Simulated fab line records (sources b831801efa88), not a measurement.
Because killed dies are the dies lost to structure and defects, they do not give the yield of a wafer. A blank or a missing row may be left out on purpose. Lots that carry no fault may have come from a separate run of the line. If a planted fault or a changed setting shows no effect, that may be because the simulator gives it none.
Problem report, 8D (eight disciplines) form, completed by code    flow sky130    the parts of the form that need people (team, actions taken, sign-off) are left out

== 1. PROBLEM STATEMENT ==
Mean of oes product au at SKY_VIA3_ETCH_15: 0.992 a.u. across 4 wafers in 3 lots; on wafers with no fault it is 0.946 a.u. (standard deviation 0.0049). That puts it +9.3 standard deviations away from the usual mean.
The step: etches SiO2 in C4F8/O2/Ar, stops on TiN, target depth 507 nm, time 78 s.
First seen on wafer L891.5, day 45 03:41, on rie diel-01. Wafers with a number at this step in the record: 33, from 11 lots. Rule for "out", or "out of limits": more than 4 standard deviations from the usual mean. The other wafers with a number count as sound.

== 2. WHAT IT IS, AND WHAT IT ISN'T ==
question                     is                              is not
which readings at this step  oes product au                  -
which lots                   L891, L893, L894                L874, L880, L882, L883, L885, L887, L888, L895
which wafers of those lots   L891.5, L893.5, L894.1, L894.5  L891.3, L891.6, L893.3, L893.6, L894.6
read on which tools          rie diel-01, rie diel-02        rie diel-03
when                         from day 45 03:41               up to then (23 sound wafers); but 6 sound wafers of L893, L894, L895 came after

== 3. SUSPECTS, AND WHAT RULES EACH OUT ==
Counting: any tool at a process step up to the reading remains a suspect provided it ran every lot that is out. Sound lots after the first of them don't rule it out here, since some wafers of a struck lot are sound.
- cmp-02 at SKY_VIA3_CMP_02 (polishes SiO2): kept. It processed each lot that is out (first: L891, day 44 06:11); up to then, its last sound lot is L888 (day 42 17:31).
After counting, what remains is cmp-02 at SKY_VIA3_CMP_02.

== 4. THE CAUSE (what the simulator had put in) ==
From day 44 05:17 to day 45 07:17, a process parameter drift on cmp-02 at SKY_VIA3_CMP_02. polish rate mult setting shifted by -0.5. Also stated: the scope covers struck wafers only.
This tool alone remained once counting was done.

== 5. THE EFFECT CHAIN, in route order ==
Each row: a reading where the mean over the struck wafers with a number is more than 3 standard deviations away from the usual. Readings are gone through only where the record gives a usual standard deviation; hours: the median, over the lots, of the time from a lot's start at the first step in this table giving one to that lot's start at this step; sigmas: the change measured in usual standard deviations.
hours  step                  reading         usual       on struck wafers  change  sigmas
0      SKY_VIA3_BOW_MEAS_03  VIA3_BOW        79 um       103               +24     +3.0
21     SKY_VIA3_ETCH_15      oes product au  0.946 a.u.  0.992             +0.046  +9.3
Process steps it contains:
- SKY_VIA3_ETCH_15: etches SiO2 in C4F8/O2/Ar, stops on TiN, target depth 507 nm, time 78 s.
Later steps that measure or inspect, where all struck wafers having a row at the step show a number for every such reading and not one has moved that far: SKY_PAD_OPEN_BOW_MEAS_13.

== 6. WHAT WOULD HAVE CAUGHT IT SOONER ==
The fault began at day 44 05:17; the first out-of-limits reading in this record came at day 45 03:41, 22 hours later.
No tool reading at SKY_VIA3_CMP_02 that has a usual standard deviation in the record was out on any struck wafer, so an alarm limit of 4 standard deviations on those readings would not have fired.
The start of SKY_VIA3_CMP_02 on cmp-02 came by day 45 03:41 for every one of the lots that are out (3). None of them would have been spared by holding the tool at that moment.
